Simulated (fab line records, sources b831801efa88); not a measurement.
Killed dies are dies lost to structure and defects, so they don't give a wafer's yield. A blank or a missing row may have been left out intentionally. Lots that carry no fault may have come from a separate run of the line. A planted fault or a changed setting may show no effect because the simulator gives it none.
fab line records | flow sky130 | part 1 of 2: steps 1 to 26 of 35
[record] lots = 5 | wafers = 15 | last-day = 50
route steps=708 shown LOCAL_INTERCONNECT@394 CONTACT@406
lots that met no fault: taken from a fault-free run of the same line
start-h: hours from the record's opening day to when the first of the lot's shown wafers began | wait-h: hours elapsed since this lot's preceding step | " repeats the value in the row above | L1.1+2: a single row standing in for several wafers | - value missing, or start not given | * or withheld: withheld | < > ~ a bound
route shown NAME@n: a module of which the file shows steps, and the number in the route of the first | usual: mean/standard deviation of fault-free wafers | same: alike in all rows | chamber/n: place in a boat | sites: the reading at each site | _std_site: standard deviation of those values | _edge_site: the outer-site mean with the inner-site mean subtracted | radius-mm: how far each site lies from the wafer's centre | mask NAME#n: copy n | behind: the most recent tool/chamber to have shaped the wafer | hold: why the lot was held/for how many hours/how that ended | device: which transistor (n, p or np) failed to switch | end of line: at the end of the route, the tests of the same wafers | where a step has no rows: the recipe by itself | killed: dies lost to structure and defects at the first sort, not the wafer's yield | map: dies across one wafer; x = killed, . = not, _ = none there
set.NAME: the run value of the setting; set.NAME@STEP: its run value at that earlier step | model.NAME: the simulator's own value behind a step, which no gauge read
a table for each step, a row for each wafer; lots at some steps of the route
services: when a tool's chamber went out of use (start-h, in hours from the record's first day, below 0 if earlier), for how many hours, and the reason
[[steps]]
[step SKY_LOCAL_INTERCONNECT_SOFTBAKE_07]
[recipe] temp-c = 100 | time-s = 90 | resist = KrF-thick
[usual] exhaust-pa = 45.1/0.86
lot.wafer | tool           | chamber | start-h | wait-h | exhaust-pa
L081.1    | litho-track-03 | 0       | -       | -      | 44.4
L081.4    | "              | 0       | "       | "      | 45.6
L081.5    | "              | 0       | "       | "      | 43.8
L088.1    | litho-track-03 | 0       | -       | -      | 46.5
L088.2    | "              | 0       | "       | "      | 46.5
L088.5    | "              | 0       | "       | "      | 46.6
L089.2    | litho-track-03 | 0       | -       | -      | 43.5
L089.4    | "              | 0       | "       | "      | 45.5
L089.6    | "              | 0       | "       | "      | 45.6
L095.1    | litho-track-04 | 0       | -       | -      | 44.8
L095.3    | "              | 0       | "       | "      | 44.7
L095.6    | "              | 0       | "       | "      | 44.3
L097.2    | litho-track-04 | 0       | -       | -      | 45.6
L097.3    | "              | 0       | "       | "      | 46.1
L097.5    | "              | 0       | "       | "      | 45.1
[step SKY_LOCAL_INTERCONNECT_EXPOSE_08]
[recipe] mask-id = LI1M | na = 0.8 | source-shape = annular | sigma-inner = 0.55 | sigma-outer = 0.85 | target-cd-nm = 170 | dose-mj = 28
lot.wafer  | tool           | chamber | start-h | wait-h | mask
L081.1+4+5 | krf-scanner-01 | 0       | -       | -      | LI1M#0
L088.1+2+5 | krf-scanner-02 | 0       | -       | -      | LI1M#0
L089.2+4+6 | krf-scanner-02 | 0       | -       | -      | LI1M#0
L095.1+3+6 | krf-scanner-01 | 0       | -       | -      | LI1M#0
L097.2+3+5 | krf-scanner-01 | 0       | -       | -      | LI1M#0
[step SKY_LOCAL_INTERCONNECT_PEB_09]
[recipe] peb-temp-c = withheld | peb-time-s = withheld | resist = KrF-thick
[usual] exhaust-pa = 45.0/0.88
lot.wafer | tool           | chamber | start-h | wait-h | exhaust-pa
L081.1    | litho-track-04 | 0       | -       | -      | 46.4
L081.4    | "              | 0       | "       | "      | 45.7
L081.5    | "              | 0       | "       | "      | 44.4
L088.1    | litho-track-02 | 0       | -       | -      | 44.3
L088.2    | "              | 0       | "       | "      | 45.7
L088.5    | "              | 0       | "       | "      | 45.4
L089.2    | litho-track-04 | 0       | -       | -      | 44.1
L089.4    | "              | 0       | "       | "      | 44.6
L089.6    | "              | 0       | "       | "      | 45.8
L095.1    | litho-track-02 | 0       | -       | -      | 46.0
L095.3    | "              | 0       | "       | "      | 44.8
L095.6    | "              | 0       | "       | "      | 45.5
L097.2    | litho-track-04 | 0       | -       | -      | 44.2
L097.3    | "              | 0       | "       | "      | 44.2
L097.5    | "              | 0       | "       | "      | 44.1
[step SKY_LOCAL_INTERCONNECT_DEVELOP_10]
[recipe] develop-time-s = 60 | resist = KrF-thick | dev-temp-c = 21
[usual] exhaust-pa = 45.1/0.82
[same] develop-time-s = 60
lot.wafer | tool           | chamber | start-h | wait-h | exhaust-pa
L081.1    | litho-track-04 | 0       | -       | -      | 45.7
L081.4    | "              | 0       | "       | "      | 45.3
L081.5    | "              | 0       | "       | "      | 45.0
L088.1    | litho-track-02 | 0       | -       | -      | 45.0
L088.2    | "              | 0       | "       | "      | 45.0
L088.5    | "              | 0       | "       | "      | 44.4
L089.2    | litho-track-04 | 0       | -       | -      | 45.2
L089.4    | "              | 0       | "       | "      | 46.7
L089.6    | "              | 0       | "       | "      | 45.6
L095.1    | litho-track-02 | 0       | -       | -      | 45.0
L095.3    | "              | 0       | "       | "      | 43.1
L095.6    | "              | 0       | "       | "      | 43.6
L097.2    | litho-track-04 | 0       | -       | -      | 44.2
L097.3    | "              | 0       | "       | "      | 45.8
L097.5    | "              | 0       | "       | "      | 45.0
[step SKY_LOCAL_INTERCONNECT_CD_MEAS_11]
[recipe] target-cd-nm = 170
[usual] cd-nm = 170.1/1.5
lot.wafer | tool      | chamber | start-h | wait-h | cd-nm
L081.1    | cd-sem-02 | -       | 767.79  | -      | 169.7
L081.4    | "         | -       | "       | "      | 169.2
L081.5    | "         | -       | "       | "      | 170.3
L088.1    | cd-sem-01 | -       | 816.96  | -      | 167.6
L088.2    | "         | -       | "       | "      | 167.4
L088.5    | "         | -       | "       | "      | 168.7
L089.2    | cd-sem-02 | -       | 824.51  | -      | 168.5
L089.4    | "         | -       | "       | "      | 170.6
L089.6    | "         | -       | "       | "      | 171.2
L095.1    | cd-sem-01 | -       | 874.11  | -      | 168.6
L095.3    | "         | -       | "       | "      | 169.1
L095.6    | "         | -       | "       | "      | 169.8
L097.2    | cd-sem-01 | -       | 882.11  | -      | 170.5
L097.3    | "         | -       | "       | "      | 169.6
L097.5    | "         | -       | "       | "      | 172.4
[step SKY_LOCAL_INTERCONNECT_OVL_MEAS_12]
[usual] LOCAL_INTERCONNECT_OVL = 1/5.8
lot.wafer | tool       | chamber | start-h | wait-h | LOCAL_INTERCONNECT_OVL[nm]
L081.1    | overlay-01 | -       | 767.91  | 0.1    | 5
L081.4    | "          | -       | "       | "      | 6
L081.5    | "          | -       | "       | "      | 8
L088.1    | overlay-02 | -       | 817.08  | 0.1    | -4
L088.2    | "          | -       | "       | "      | 0
L088.5    | "          | -       | "       | "      | -5
L089.2    | overlay-01 | -       | 824.62  | 0.1    | -6
L089.4    | "          | -       | "       | "      | -4
L089.6    | "          | -       | "       | "      | -1
L095.1    | overlay-01 | -       | 874.23  | 0.1    | 4
L095.3    | "          | -       | "       | "      | 1
L095.6    | "          | -       | "       | "      | 5
L097.2    | overlay-02 | -       | 882.22  | 0.1    | 2
L097.3    | "          | -       | "       | "      | 2
L097.5    | "          | -       | "       | "      | 2
[step SKY_LOCAL_INTERCONNECT_ETCH_13]
[recipe] chemistry = N2/H2 | target = BARC | ion-energy-ev = 200 | bias-w = 100 | pressure-mtorr = 30 | n2-flow-sccm = 100 | h2-flow-sccm = 200 | icp-w = 500 | stop-on = SiO2 | time-s = 45.9 | target-depth-a = 600
[usual] chamber-pressure-mTorr = 29.996/0.027 | drypump-motor-current-A = 6.0/0.49 | oes-product-au = 0.855/0.0047 | throttle-valve-pct = 13.224/0.009
lot.wafer | tool         | chamber | start-h | wait-h | chamber-pressure-mTorr | drypump-motor-current-A | oes-product-au | rf-hours-counter-h | throttle-valve-pct
L081.1    | rie-metal-01 | 0       | 767.95  | 0.0    | 29.981                 | 5.6                     | 0.854          | 13                 | 13.210
L081.4    | "            | 1       | "       | "      | 30.051                 | 6.7                     | 0.847          | -                  | 13.225
L081.5    | "            | 0       | "       | "      | 29.979                 | 5.6                     | 0.855          | -                  | 13.238
L088.1    | rie-metal-03 | 0       | 817.11  | 0.0    | 29.967                 | 5.6                     | 0.857          | 3                  | 13.223
L088.2    | "            | 1       | "       | "      | 29.989                 | 6.5                     | 0.843          | 13                 | 13.227
L088.5    | "            | 1       | "       | "      | 29.944                 | 6.5                     | 0.854          | -                  | 13.216
L089.2    | rie-metal-03 | 0       | 824.65  | 0.0    | 30.014                 | 5.6                     | 0.860          | 3                  | 13.216
L089.4    | "            | 1       | "       | "      | 29.996                 | 6.5                     | 0.855          | -                  | 13.225
L089.6    | "            | 0       | "       | "      | 29.964                 | 5.6                     | 0.854          | -                  | 13.223
L095.1    | rie-metal-02 | 0       | 874.26  | 0.0    | 29.958                 | 5.3                     | 0.858          | 16                 | 13.232
L095.3    | "            | 1       | "       | "      | 29.993                 | 5.8                     | 0.859          | -                  | 13.226
L095.6    | "            | 1       | "       | "      | 29.989                 | 5.8                     | 0.851          | -                  | 13.215
L097.2    | rie-metal-02 | 0       | 882.25  | 0.0    | 30.006                 | 5.3                     | 0.855          | 16                 | 13.236
L097.3    | "            | 1       | "       | "      | 29.982                 | 5.8                     | 0.864          | -                  | 13.211
L097.5    | "            | 0       | "       | "      | 29.984                 | 5.3                     | 0.856          | -                  | 13.231
[step SKY_LOCAL_INTERCONNECT_METAL_ETCH_14]
[recipe] target-depth-nm = 110 | stop-on = PSG | chemistry = Cl2/BCl3 | target = TiN | resist-sidewall-deg = 88 | pressure-mtorr = 10 | icp-w = 900 | bias-w = 48.5 | Cl2_flow_sccm = 60 | bcl3-flow-sccm = 30 | time-s = 31.4
[usual] chamber-pressure-mTorr = 10.000/0.0092 | drypump-motor-current-A = 6.0/0.48 | oes-product-au = 0.939/0.0082 | throttle-valve-pct = 21.903/0.01
lot.wafer | tool         | chamber | start-h | wait-h | chamber-pressure-mTorr | drypump-motor-current-A | oes-product-au | rf-hours-counter-h | throttle-valve-pct
L081.1    | rie-metal-01 | 0       | 768.01  | 0.0    | 10.010                 | 5.6                     | 0.953          | 13                 | 21.882
L081.4    | "            | 1       | "       | "      | 10.001                 | 6.6                     | 0.934          | -                  | 21.913
L081.5    | "            | 0       | "       | "      | 9.993                  | 5.6                     | 0.928          | -                  | 21.911
L088.1    | rie-metal-03 | 0       | 817.18  | 0.0    | 10.014                 | 5.7                     | 0.932          | 3                  | 21.901
L088.2    | "            | 1       | "       | "      | 10.000                 | 6.5                     | 0.938          | 13                 | 21.915
L088.5    | "            | 1       | "       | "      | 9.982                  | 6.5                     | 0.927          | -                  | 21.904
L089.2    | rie-metal-03 | 0       | 824.71  | 0.0    | 9.987                  | 5.6                     | 0.928          | 3                  | 21.912
L089.4    | "            | 1       | "       | "      | 10.016                 | 6.5                     | 0.940          | -                  | 21.885
L089.6    | "            | 0       | "       | "      | 9.997                  | 5.6                     | 0.949          | -                  | 21.905
L095.1    | rie-metal-02 | 0       | 874.33  | 0.0    | 10.004                 | 5.3                     | 0.948          | 16                 | 21.889
L095.3    | "            | 1       | "       | "      | 9.998                  | 5.8                     | 0.940          | -                  | 21.896
L095.6    | "            | 1       | "       | "      | 9.993                  | 5.8                     | 0.944          | -                  | 21.893
L097.2    | rie-metal-02 | 0       | 882.31  | 0.0    | 10.008                 | 5.3                     | 0.954          | 16                 | 21.901
L097.3    | "            | 1       | "       | "      | 9.984                  | 5.8                     | 0.942          | -                  | 21.902
L097.5    | "            | 0       | "       | "      | 10.004                 | 5.3                     | 0.940          | -                  | 21.912
[step SKY_LOCAL_INTERCONNECT_STRIP_15]
[recipe] chemistry = O2/N2 | power-w = 1400 | pressure-mtorr = 1500 | platen-temp-c = withheld | o2-flow-sccm = 3000 | n2-flow-sccm = 300 | overash-fraction = 0.5
[usual] chamber-pressure-mTorr = 1500.1/1.4 | drypump-motor-current-A = 5.8/0.45 | oes-product-au = 0.427/0.0042 | strip-time-to-endpoint-s = 4.708/0.015
[same] overash-fraction = 0.5
lot.wafer | tool            | chamber | start-h | wait-h | chamber-pressure-mTorr | drypump-motor-current-A | oes-product-au | rf-hours-counter-h | strip-time-to-endpoint-s
L081.1    | plasma-asher-03 | 1       | 768.06  | 0.0    | 1498.7                 | 5.7                     | 0.427          | 34                 | 4.682
L081.4    | "               | 0       | "       | "      | 1499.4                 | 5.3                     | 0.427          | -                  | 4.697
L081.5    | "               | 1       | "       | "      | 1499.0                 | 5.7                     | 0.431          | -                  | 4.695
L088.1    | plasma-asher-01 | 0       | 817.23  | 0.0    | 1499.0                 | 5.5                     | 0.423          | 72                 | 4.703
L088.2    | "               | 1       | "       | "      | 1501.1                 | 5.4                     | 0.421          | 72                 | 4.688
L088.5    | "               | 0       | "       | "      | 1501.0                 | 5.5                     | 0.431          | -                  | 4.676
L089.2    | plasma-asher-03 | 1       | 824.76  | 0.0    | 1500.0                 | 5.7                     | 0.420          | 39                 | 4.724
L089.4    | "               | 0       | "       | "      | 1500.3                 | 5.3                     | 0.426          | -                  | 4.717
L089.6    | "               | 1       | "       | "      | 1501.9                 | 5.7                     | 0.423          | -                  | 4.700
L095.1    | plasma-asher-01 | 0       | 874.38  | 0.0    | 1501.7                 | 5.5                     | 0.425          | 77                 | 4.693
L095.3    | "               | 1       | "       | "      | 1500.0                 | 5.4                     | 0.416          | -                  | 4.686
L095.6    | "               | 0       | "       | "      | 1500.0                 | 5.5                     | 0.433          | -                  | 4.703
L097.2    | plasma-asher-03 | 1       | 882.36  | 0.0    | 1497.4                 | 5.7                     | 0.433          | 45                 | 4.743
L097.3    | "               | 0       | "       | "      | 1501.5                 | 5.3                     | 0.424          | -                  | 4.714
L097.5    | "               | 0       | "       | "      | 1499.0                 | 5.3                     | 0.420          | -                  | 4.708
[step SKY_LOCAL_INTERCONNECT_STRIP_16]
[recipe] chemistry = post-etch-residue-remover | time-s = 1200 | temp-c = 72.5
lot.wafer  | tool         | chamber | start-h | wait-h
L081.1+4+5 | wet-bench-03 | 1       | 768.16  | 0.1
L088.1+2+5 | wet-bench-03 | 2       | 817.33  | 0.1
L089.2+4+6 | wet-bench-01 | 2       | 824.86  | 0.1
L095.1+3+6 | wet-bench-04 | 0       | 874.48  | 0.1
L097.2+3+5 | wet-bench-01 | 1       | 882.46  | 0.1
[step SKY_LOCAL_INTERCONNECT_CLEAN_17]
[recipe] chemistry = IPA | time-s = 180 | temp-c = 25
lot.wafer  | tool         | chamber | start-h | wait-h
L081.1+4+5 | wet-bench-01 | 1       | 768.50  | 0.0
L088.1+2+5 | wet-bench-01 | 2       | 817.67  | 0.0
L089.2+4+6 | wet-bench-03 | 2       | 825.20  | 0.0
L095.1+3+6 | wet-bench-04 | 1       | 874.85  | 0.0
L097.2+3+5 | wet-bench-03 | 1       | 882.80  | 0.0
[step SKY_LOCAL_INTERCONNECT_CLEAN_18]
[recipe] chemistry = O3/DIW | dry = n2-spin
lot.wafer  | tool         | chamber | start-h | wait-h
L081.1+4+5 | wet-bench-03 | 1       | 768.57  | 0.0
L088.1+2+5 | wet-bench-03 | 0       | 817.73  | 0.0
L089.2+4+6 | wet-bench-01 | 1       | 825.26  | 0.0
L095.1+3+6 | wet-bench-03 | 1       | 874.91  | 0.0
L097.2+3+5 | wet-bench-04 | 1       | 882.87  | 0.0
[step SKY_CONTACT_CVD_00]
[recipe] material = Si3N4 | target-thk-nm = 75 | temp-c = 400 | time-s = withheld | rf-w = 450
[usual] heater-power-outer-w = 413/49 | heater-power-w = 694/76
lot.wafer | tool     | chamber | start-h | wait-h | heater-power-outer-w | heater-power-w
L081.1    | pecvd-01 | 0       | 768.66  | 0.0    | 459                  | 742
L081.4    | "        | 0       | "       | "      | 459                  | 749
L081.5    | "        | 2       | "       | "      | 334                  | 563
L088.1    | pecvd-03 | 2       | 817.82  | 0.0    | 412                  | 636
L088.2    | "        | 0       | "       | "      | 496                  | 775
L088.5    | "        | 1       | "       | "      | 481                  | 804
L089.2    | pecvd-03 | 2       | 825.35  | 0.0    | 397                  | 618
L089.4    | "        | 2       | "       | "      | 405                  | 618
L089.6    | "        | 0       | "       | "      | 500                  | 788
L095.1    | pecvd-04 | 0       | 875.01  | 0.0    | 486                  | 776
L095.3    | "        | 2       | "       | "      | 353                  | 655
L095.6    | "        | 0       | "       | "      | 485                  | 780
L097.2    | pecvd-04 | 2       | 882.98  | 0.0    | 413                  | 733
L097.3    | "        | 1       | "       | "      | 368                  | 658
L097.5    | "        | 1       | "       | "      | 367                  | 665
[step SKY_CONTACT_THK_MEAS_01]
[recipe] reads = Si3N4_of_CONTACT_CVD_00
[usual] CONTACT_CVD_00_THK = 75.6/1.2
lot.wafer | tool          | chamber | start-h | wait-h | CONTACT_CVD_00_THK[nm]
L081.1    | film-metro-03 | -       | 768.69  | -      | 75.4
L081.4    | "             | -       | "       | "      | 77.5
L081.5    | "             | -       | "       | "      | 77.6
L088.1    | film-metro-03 | -       | 817.85  | -      | 75.8
L088.2    | "             | -       | "       | "      | 74.9
L088.5    | "             | -       | "       | "      | 76.9
L089.2    | film-metro-03 | -       | 825.40  | -      | 74.3
L089.4    | "             | -       | "       | "      | 74.9
L089.6    | "             | -       | "       | "      | 75.1
L095.1    | film-metro-01 | -       | 875.04  | -      | 73.8
L095.3    | "             | -       | "       | "      | 73.7
L095.6    | "             | -       | "       | "      | 75.5
L097.2    | film-metro-02 | -       | 883.02  | -      | 73.8
L097.3    | "             | -       | "       | "      | 74.6
L097.5    | "             | -       | "       | "      | 76.1
[step SKY_CONTACT_HDPCVD_02]
[recipe] material = SiO2 | target-thk-nm = 565 | sigma-open-frac = 0.3 | time-s = 94.2 | temp-c = 600 | sih4-flow-sccm = 60 | pressure-mtorr = 6
lot.wafer  | tool      | chamber | start-h | wait-h
L081.1+4+5 | hdpcvd-02 | 0,1,2   | 768.75  | 0.1
L088.1+2+5 | hdpcvd-01 | 1,2,0   | 817.91  | 0.1
L089.2+4+6 | hdpcvd-02 | 2,0,2   | 825.45  | 0.0
L095.1+3+6 | hdpcvd-02 | 1,0,0   | 875.10  | 0.1
L097.2+3+5 | hdpcvd-02 | 1,2,1   | 883.07  | 0.0
[step SKY_CONTACT_THK_MEAS_03]
[recipe] reads = SiO2_of_CONTACT_HDPCVD_02
[usual] CONTACT_HDPCVD_THK = 566/9.1
lot.wafer | tool          | chamber | start-h | wait-h | CONTACT_HDPCVD_THK[nm]
L081.1    | film-metro-01 | -       | 768.82  | 0.0    | 560
L081.4    | "             | -       | "       | "      | 553
L081.5    | "             | -       | "       | "      | 566
L088.1    | film-metro-01 | -       | 817.98  | 0.0    | 588
L088.2    | "             | -       | "       | "      | 568
L088.5    | "             | -       | "       | "      | 584
L089.2    | film-metro-02 | -       | 825.53  | 0.0    | 569
L089.4    | "             | -       | "       | "      | 559
L089.6    | "             | -       | "       | "      | 561
L095.1    | film-metro-02 | -       | 875.17  | 0.0    | 559
L095.3    | "             | -       | "       | "      | 561
L095.6    | "             | -       | "       | "      | 562
L097.2    | film-metro-01 | -       | 883.15  | 0.0    | 562
L097.3    | "             | -       | "       | "      | 563
L097.5    | "             | -       | "       | "      | 560
[step SKY_CONTACT_CMP_04]
[recipe] material = SiO2 | down-force-psi = 4 | platen-rpm = 60 | pad-velocity-m-s = 0.94248
[usual] motor-current-A = 12.8/1 | time-to-endpoint-s = 81/5.5
lot.wafer | tool   | chamber | start-h | wait-h | motor-current-A | time-to-endpoint-s
L081.1    | cmp-01 | 2       | 768.93  | 0.1    | 13.3            | 87
L081.4    | "      | 0       | "       | "      | 12.1            | 76
L081.5    | "      | 2       | "       | "      | 13.0            | 87
L088.1    | cmp-01 | 1       | 818.04  | 0.1    | 14.0            | 86
L088.2    | "      | 2       | "       | "      | 12.7            | 89
L088.5    | "      | 1       | "       | "      | 13.3            | 85
L089.4    | cmp-01 | 0       | 825.63  | 0.1    | 12.6            | 81
L089.2    | "      | 2       | "       | "      | 12.6            | 85
L089.6    | "      | 3       | "       | "      | 13.0            | 79
L095.3    | cmp-01 | 0       | 875.26  | 0.1    | 11.7            | 84
L095.1    | "      | 2       | "       | "      | 12.9            | 86
L095.6    | "      | 1       | "       | "      | 13.6            | 76
L097.2    | cmp-01 | 2       | 883.30  | 0.1    | 12.7            | 84
L097.3    | "      | 3       | "       | "      | 13.1            | 79
L097.5    | "      | 1       | "       | "      | 12.9            | 73
[step SKY_CONTACT_BOW_MEAS_05]
[recipe] mode = bow
[usual] CONTACT_BOW = 81/6.8
lot.wafer | tool          | chamber | start-h | wait-h | CONTACT_BOW[um]
L081.1    | film-metro-02 | -       | 769.18  | 0.2    | 83
L081.4    | "             | -       | "       | "      | 83
L081.5    | "             | -       | "       | "      | 81
L088.1    | film-metro-01 | -       | 818.34  | 0.2    | 76
L088.2    | "             | -       | "       | "      | 88
L088.5    | "             | -       | "       | "      | 74
L089.2    | film-metro-01 | -       | 825.90  | 0.1    | 75
L089.4    | "             | -       | "       | "      | 77
L089.6    | "             | -       | "       | "      | 69
L095.1    | film-metro-03 | -       | 875.56  | 0.1    | 78
L095.3    | "             | -       | "       | "      | 80
L095.6    | "             | -       | "       | "      | 67
L097.2    | film-metro-03 | -       | 883.52  | 0.2    | 87
L097.3    | "             | -       | "       | "      | 86
L097.5    | "             | -       | "       | "      | 83
[step SKY_CONTACT_DEHYDRATE_06]
[recipe] temp-c = 200 | time-s = 60
[usual] exhaust-pa = 45.0/0.84
lot.wafer | tool           | chamber | start-h | wait-h | exhaust-pa
L081.1    | litho-track-02 | 0       | 781.56  | 12.4   | 45.7
L081.4    | "              | 0       | "       | "      | 44.8
L081.5    | "              | 0       | "       | "      | 45.8
L088.1    | litho-track-03 | 0       | 830.35  | 12.0   | 44.2
L088.2    | "              | 0       | "       | "      | 45.7
L088.5    | "              | 0       | "       | "      | 45.2
L089.2    | litho-track-03 | 0       | 838.12  | 12.2   | 46.4
L089.4    | "              | 0       | "       | "      | 45.6
L089.6    | "              | 0       | "       | "      | 45.2
L095.1    | litho-track-03 | 0       | 887.35  | 11.8   | 43.9
L095.3    | "              | 0       | "       | "      | 45.7
L095.6    | "              | 0       | "       | "      | 44.3
L097.2    | litho-track-01 | 0       | 895.37  | 11.8   | 44.0
L097.3    | "              | 0       | "       | "      | 44.1
L097.5    | "              | 0       | "       | "      | 44.4
[step SKY_CONTACT_HMDS_07]
[recipe] prime-time-s = 60 | prime-temp-c = 120
[usual] exhaust-pa = 45.0/0.87
lot.wafer | tool           | chamber | start-h | wait-h | exhaust-pa
L081.1    | litho-track-02 | 0       | 781.71  | 0.1    | 45.1
L081.4    | "              | 0       | "       | "      | 43.5
L081.5    | "              | 0       | "       | "      | 45.0
L088.1    | litho-track-03 | 0       | 830.50  | 0.1    | 46.0
L088.2    | "              | 0       | "       | "      | 45.9
L088.5    | "              | 0       | "       | "      | 44.8
L089.2    | litho-track-03 | 0       | 838.27  | 0.1    | 45.1
L089.4    | "              | 0       | "       | "      | 43.5
L089.6    | "              | 0       | "       | "      | 45.1
L095.1    | litho-track-03 | 0       | 887.50  | 0.1    | 44.3
L095.3    | "              | 0       | "       | "      | 45.6
L095.6    | "              | 0       | "       | "      | 42.8
L097.2    | litho-track-01 | 0       | 895.52  | 0.1    | 42.8
L097.3    | "              | 0       | "       | "      | 45.0
L097.5    | "              | 0       | "       | "      | 44.7
[step SKY_CONTACT_COAT_08]
[recipe] resist = BARC | temp-c = withheld | time-s = withheld | spin-rpm = 3000 | resist-thk-nm = 60
[usual] exhaust-pa = 45.2/0.83
lot.wafer | tool           | chamber | start-h | wait-h | exhaust-pa
L081.1    | litho-track-02 | 0       | 781.86  | 0.1    | 44.2
L081.4    | "              | 0       | "       | "      | 44.9
L081.5    | "              | 0       | "       | "      | 45.7
L088.1    | litho-track-03 | 0       | 830.65  | 0.1    | 44.6
L088.2    | "              | 0       | "       | "      | 45.0
L088.5    | "              | 0       | "       | "      | 44.4
L089.2    | litho-track-03 | 0       | 838.42  | 0.1    | 45.2
L089.4    | "              | 0       | "       | "      | 43.8
L089.6    | "              | 0       | "       | "      | 45.3
L095.1    | litho-track-03 | 0       | 887.65  | 0.1    | 44.7
L095.3    | "              | 0       | "       | "      | 47.4
L095.6    | "              | 0       | "       | "      | 44.9
L097.2    | litho-track-01 | 0       | 895.67  | 0.1    | 44.0
L097.3    | "              | 0       | "       | "      | 45.3
L097.5    | "              | 0       | "       | "      | 43.4
[step SKY_CONTACT_COAT_09]
[recipe] resist = KrF-thick | spin-rpm = 3000 | resist-thk-nm = 450
[usual] exhaust-pa = 45.1/0.78
lot.wafer | tool           | chamber | start-h | wait-h | exhaust-pa
L081.1    | litho-track-02 | 0       | -       | -      | 46.1
L081.4    | "              | 0       | "       | "      | 46.9
L081.5    | "              | 0       | "       | "      | 46.5
L088.1    | litho-track-03 | 0       | -       | -      | 44.4
L088.2    | "              | 0       | "       | "      | 46.2
L088.5    | "              | 0       | "       | "      | 44.2
L089.2    | litho-track-03 | 0       | -       | -      | 44.1
L089.4    | "              | 0       | "       | "      | 46.0
L089.6    | "              | 0       | "       | "      | 43.9
L095.1    | litho-track-03 | 0       | -       | -      | 46.9
L095.3    | "              | 0       | "       | "      | 44.9
L095.6    | "              | 0       | "       | "      | 45.5
L097.2    | litho-track-01 | 0       | -       | -      | 45.1
L097.3    | "              | 0       | "       | "      | 45.0
L097.5    | "              | 0       | "       | "      | 43.9
[step SKY_CONTACT_SOFTBAKE_10]
[recipe] temp-c = 100 | time-s = 90 | resist = KrF-thick
[usual] exhaust-pa = 45.0/0.9
lot.wafer | tool           | chamber | start-h | wait-h | exhaust-pa
L081.1    | litho-track-02 | 0       | -       | -      | 44.8
L081.4    | "              | 0       | "       | "      | 46.3
L081.5    | "              | 0       | "       | "      | 44.6
L088.1    | litho-track-03 | 0       | -       | -      | 46.9
L088.2    | "              | 0       | "       | "      | 46.5
L088.5    | "              | 0       | "       | "      | 44.7
L089.2    | litho-track-03 | 0       | -       | -      | 46.0
L089.4    | "              | 0       | "       | "      | 45.3
L089.6    | "              | 0       | "       | "      | 46.3
L095.1    | litho-track-03 | 0       | -       | -      | 45.5
L095.3    | "              | 0       | "       | "      | 44.2
L095.6    | "              | 0       | "       | "      | 46.0
L097.2    | litho-track-01 | 0       | -       | -      | 46.2
L097.3    | "              | 0       | "       | "      | 45.1
L097.5    | "              | 0       | "       | "      | 45.3
[step SKY_CONTACT_EXPOSE_11]
[recipe] mask-id = CTM1 | na = 0.8 | source-shape = annular | sigma-inner = 0.55 | sigma-outer = 0.85 | target-cd-nm = 170 | dose-mj = 38
lot.wafer  | tool           | chamber | start-h | wait-h | mask
L081.1+4+5 | krf-scanner-01 | 0       | -       | -      | CTM1#0
L088.1+2+5 | krf-scanner-02 | 0       | -       | -      | CTM1#0
L089.2+4+6 | krf-scanner-02 | 0       | -       | -      | CTM1#0
L095.1+3+6 | krf-scanner-01 | 0       | -       | -      | CTM1#0
L097.2+3+5 | krf-scanner-02 | 0       | -       | -      | CTM1#0
[step SKY_CONTACT_PEB_12]
[recipe] peb-temp-c = withheld | peb-time-s = withheld | resist = KrF-thick
[usual] exhaust-pa = 45.1/0.88
lot.wafer | tool           | chamber | start-h | wait-h | exhaust-pa
L081.1    | litho-track-02 | 0       | -       | -      | 45.7
L081.4    | "              | 0       | "       | "      | 46.9
L081.5    | "              | 0       | "       | "      | 44.1
L088.1    | litho-track-02 | 0       | -       | -      | 44.9
L088.2    | "              | 0       | "       | "      | 45.6
L088.5    | "              | 0       | "       | "      | 46.3
L089.2    | litho-track-03 | 0       | -       | -      | 44.9
L089.4    | "              | 0       | "       | "      | 45.8
L089.6    | "              | 0       | "       | "      | 45.9
L095.1    | litho-track-01 | 0       | -       | -      | 45.2
L095.3    | "              | 0       | "       | "      | 44.9
L095.6    | "              | 0       | "       | "      | 44.6
L097.2    | litho-track-03 | 0       | -       | -      | 45.1
L097.3    | "              | 0       | "       | "      | 44.1
L097.5    | "              | 0       | "       | "      | 44.3
[step SKY_CONTACT_DEVELOP_13]
[recipe] develop-time-s = 60 | resist = KrF-thick | dev-temp-c = 21
[usual] exhaust-pa = 44.7/0.83
[same] develop-time-s = 60
lot.wafer | tool           | chamber | start-h | wait-h | exhaust-pa
L081.1    | litho-track-02 | 0       | -       | -      | 44.8
L081.4    | "              | 0       | "       | "      | 44.1
L081.5    | "              | 0       | "       | "      | 43.8
L088.1    | litho-track-02 | 0       | -       | -      | 43.6
L088.2    | "              | 0       | "       | "      | 42.7
L088.5    | "              | 0       | "       | "      | 43.8
L089.2    | litho-track-03 | 0       | -       | -      | 43.2
L089.4    | "              | 0       | "       | "      | 44.8
L089.6    | "              | 0       | "       | "      | 44.7
L095.1    | litho-track-01 | 0       | -       | -      | 45.5
L095.3    | "              | 0       | "       | "      | 44.3
L095.6    | "              | 0       | "       | "      | 45.2
L097.2    | litho-track-03 | 0       | -       | -      | 43.4
L097.3    | "              | 0       | "       | "      | 44.9
L097.5    | "              | 0       | "       | "      | 45.2
